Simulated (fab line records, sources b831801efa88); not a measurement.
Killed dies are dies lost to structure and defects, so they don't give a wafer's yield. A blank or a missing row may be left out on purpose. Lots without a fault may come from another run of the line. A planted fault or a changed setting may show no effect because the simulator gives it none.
Which tool did it? | flow gf180mcu | 14 lots, 42 wafers sampled, at 6 steps of a route of 602

WHAT THE GAUGES READ, wafer by wafer
GF_M2_CD_MEAS_14: target cd 280 nm.
lot  | measured     | on        | cd_nm (nm)
L240 | day 18 07:13 | cd_sem-01 | 279.9 279.8 279.8
L241 | day 18 12:31 | cd_sem-02 | 278.7 279.2 280.0
L242 | day 19 10:58 | cd_sem-02 | 280.6 280.9 280.5
L244 | day 19 18:56 | cd_sem-02 | 279.2 279.1 279.2
L245 | day 20 05:28 | cd_sem-01 | 280.7 279.9 281.2
L246 | day 22 23:20 | cd_sem-01 | 278.0 277.6 278.5
L247 | day 23 02:59 | cd_sem-02 | 278.2 279.8 279.5
L250 | day 23 06:07 | cd_sem-01 | 281.1 282.7 281.9
L249 | day 23 08:47 | cd_sem-01 | 278.2 278.2 278.9
L251 | day 23 11:03 | cd_sem-01 | 278.2 279.0 278.9
L253 | day 24 00:59 | cd_sem-02 | 280.8 280.6 281.4
L258 | day 26 01:50 | cd_sem-02 | 278.5 279.6 279.6
L260 | day 26 15:39 | cd_sem-01 | 281.6 281.2 281.9
L263 | day 27 11:08 | cd_sem-01 | 279.7 280.1 280.4

GF_V2_THK_MEAS_03.
lot  | measured     | on            | V2_CVD_02_THK (nm)
L240 | day 18 08:34 | film_metro-02 | 844 853 846
L241 | day 18 13:34 | film_metro-02 | 842 848 847
L242 | day 19 12:01 | film_metro-02 | 835 842 847
L244 | day 19 20:03 | film_metro-03 | 832 841 847
L245 | day 20 06:27 | film_metro-04 | 835 846 853
L246 | day 23 00:32 | film_metro-04 | 831 841 847
L247 | day 23 04:06 | film_metro-04 | 831 835 856
L250 | day 23 07:27 | film_metro-03 | 838 832 851
L249 | day 23 09:47 | film_metro-02 | 846 846 853
L251 | day 23 12:23 | film_metro-02 | 841 854 851
L253 | day 24 02:00 | film_metro-03 | 830 837 844
L258 | day 26 02:50 | film_metro-02 | 837 600 868 838 600 868
L260 | day 26 16:46 | film_metro-03 | 843 599 857 842 599 857
L263 | day 27 12:11 | film_metro-02 | 865 872 856

GF_V2_OVL_MEAS_15.
lot  | measured     | on         | V2_OVL (nm)
L240 | day 19 10:04 | overlay-01 | 1 -3 2
L241 | day 19 14:58 | overlay-01 | -4 4 -2
L242 | day 20 13:04 | overlay-01 | -1 3 5
L244 | day 20 21:13 | overlay-01 | -6 -3 -1
L245 | day 21 07:01 | overlay-01 | 6 -3 5
L246 | day 23 23:28 | overlay-01 | -6 6 -2
L247 | day 24 03:04 | overlay-01 | -3 -1 0
L250 | day 24 06:16 | overlay-01 | 7 5 8
L249 | day 24 08:06 | overlay-01 | -1 4 3
L251 | day 24 10:51 | overlay-01 | 0 -4 -4
L253 | day 25 00:04 | overlay-02 | 5 8 13
L258 | day 26 23:15 | overlay-01 | 5 4 8
L260 | day 27 13:15 | overlay-02 | -2 2 -4
L263 | day 28 08:28 | overlay-02 | 2 4 8

WHICH TOOL RAN EACH LOT (tool, then ch and the chambers of the sampled wafers, then the start)
lot  | GF_V1_ETCH_17                                 | GF_V2_CVD_02                    | GF_V2_CMP_04
L240 | rie_diel-02 ch 0,1,3, day 18 07:13 or earlier | pecvd-02 ch 0,1,2, day 18 08:30 | cmp-01 ch 1,2,3, day 18 08:38
L241 | rie_diel-04 ch 0,1,3, day 18 12:31 or earlier | pecvd-02 ch 0,1,2, day 18 13:29 | cmp-02 ch 1,2,3, day 18 13:37
L242 | rie_diel-04 ch 1,3, day 19 10:58 or earlier   | pecvd-02 ch 0, day 19 11:55     | cmp-01 ch 0,1,3, day 19 12:04
L244 | rie_diel-01 ch 0,2,3, day 19 18:56 or earlier | pecvd-04 ch 2, day 19 19:56     | cmp-01 ch 1,2,3, day 19 20:09
L245 | rie_diel-04 ch 0,1, day 20 05:28 or earlier   | pecvd-03 ch 0,2, day 20 06:22   | cmp-01 ch 0,3, day 20 06:33
L246 | rie_diel-02 ch 0,2, day 22 23:20 or earlier   | pecvd-04 ch 0,1,2, day 23 00:28 | cmp-02 ch 0,1,3, day 23 00:35
L247 | rie_diel-01 ch 1,3, day 23 02:59 or earlier   | pecvd-04 ch 0,1, day 23 04:02   | cmp-01 ch 1,2, day 23 04:10
L250 | rie_diel-01 ch 0,1,2, day 23 06:07 or earlier | pecvd-04 ch 1,2, day 23 07:22   | cmp-02 ch 0,1,3, day 23 07:30
L249 | rie_diel-01 ch 0,2,3, day 23 08:47 or earlier | pecvd-03 ch 0,1,2, day 23 09:43 | cmp-02 ch 0,3, day 23 09:51
L251 | rie_diel-04 ch 1,2,3, day 23 11:03 or earlier | pecvd-03 ch 0,1, day 23 12:19   | cmp-01 ch 0,2, day 23 12:27
L253 | rie_diel-04 ch 0,1,3, day 24 00:59 or earlier | pecvd-04 ch 0,2, day 24 01:56   | cmp-02 ch 0,2,3, day 24 02:10
L258 | rie_diel-02 ch 0,1, day 26 01:50 or earlier   | pecvd-04 ch 0,1,2, day 26 02:46 | cmp-02 ch 2,3, day 26 03:51
L260 | rie_diel-01 ch 1,2,3, day 26 15:39 or earlier | pecvd-04 ch 0,1, day 26 16:41   | cmp-02 ch 0,1,3, day 26 18:53
L263 | rie_diel-01 ch 0,3, day 27 11:08 or earlier   | pecvd-03 ch 0,1, day 27 12:05   | cmp-01 ch 0,2, day 27 12:17
- GF_V1_ETCH_17: etches SiO2 in C4F8/O2/Ar, stops on TiN, target depth 630 nm.
- GF_V2_CVD_02: deposits SiO2 from TEOS, target thk 850 nm, time 94.851 s.
- GF_V2_CMP_04: polishes SiO2.

WHAT THE TOOLS THEMSELVES READ (means of the sampled wafers that have a number; where no wafer has one, the mark that the record gives instead)
GF_V1_ETCH_17.
lot  | tool        | oes_product_au (a.u.)
L240 | rie_diel-02 | 0.858
L241 | rie_diel-04 | 0.853
L242 | rie_diel-04 | 0.855
L244 | rie_diel-01 | 0.858
L245 | rie_diel-04 | 0.861
L246 | rie_diel-02 | 0.855
L247 | rie_diel-01 | 0.851
L250 | rie_diel-01 | 0.852
L249 | rie_diel-01 | 0.854
L251 | rie_diel-04 | 0.853
L253 | rie_diel-04 | 0.855
L258 | rie_diel-02 | 0.856
L260 | rie_diel-01 | 0.855
L263 | rie_diel-01 | 0.850

GF_V2_CVD_02.
lot  | tool     | heater_power_w (W)
L240 | pecvd-02 | 669
L241 | pecvd-02 | 719
L242 | pecvd-02 | 771
L244 | pecvd-04 | 568
L245 | pecvd-03 | 692
L246 | pecvd-04 | 650
L247 | pecvd-04 | 714
L250 | pecvd-04 | 609
L249 | pecvd-03 | 722
L251 | pecvd-03 | 680
L253 | pecvd-04 | 693
L258 | pecvd-04 | 644
L260 | pecvd-04 | 734
L263 | pecvd-03 | 678

GF_V2_CMP_04.
lot  | tool   | motor_current_A (A) | time_to_endpoint_s (s)
L240 | cmp-01 | 11.2                | 72
L241 | cmp-02 | 12.1                | 77
L242 | cmp-01 | 12.3                | 71
L244 | cmp-01 | 11.0                | 70
L245 | cmp-01 | 11.9                | 76
L246 | cmp-02 | 12.9                | 79
L247 | cmp-01 | 11.5                | 71
L250 | cmp-02 | 12.6                | 81
L249 | cmp-02 | 13.4                | 82
L251 | cmp-01 | 11.0                | 75
L253 | cmp-02 | 12.4                | 76
L258 | cmp-02 | 11.8                | 60
L260 | cmp-02 | 12.7                | 62
L263 | cmp-01 | 11.0                | 85

THE ANSWER, worked out from the rows above alone
Rule: what is usual is taken from the lots themselves. Put in order of their means at a reading, lots are off if they are a third of the lots or fewer, leave a main group of 4 or more, and stand apart from it by a gap of 3 or more times the standard deviation of the main group's means; of several such gaps the widest counts. A main group whose means are all the same, to the digits that the tables above print for the reading, isn't used. A lot without any number at a reading at which 4 lots or more have one is off too. The other lots that the step has rows for count as sound. The gauges are gone through in route order, then the tools' own readings, and for those a lot's mean is taken as printed above. The first step at which some lot is off is used, and at that step the reading that is off furthest; a lot without a number counts as furthest.
Off: L258, L260, at GF_V2_THK_MEAS_03 (V2_CVD_02_THK). The main group: mean 845 nm, standard deviation 6.9.
A tool fits if, at a process step before that reading, it ran every lot that is off, and no sound lot after the first of them. The gauges at GF_V2_THK_MEAS_03 are tried like those tools. GF_V1_ETCH_17 gives no start for some lots, so the hours and the order of its lots are those of GF_M2_CD_MEAS_14. One fits: pecvd-04 at GF_V2_CVD_02. Its last sound lot is L253 (day 24 01:56), its first lot that is off L258 (day 26 02:46): a fault that began between those two fits.

WHAT THE SIMULATOR HAD PUT IN
Process parameter drift: pecvd-04, from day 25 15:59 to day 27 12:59, at GF_V2_CVD_02. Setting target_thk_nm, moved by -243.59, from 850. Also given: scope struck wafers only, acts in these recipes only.
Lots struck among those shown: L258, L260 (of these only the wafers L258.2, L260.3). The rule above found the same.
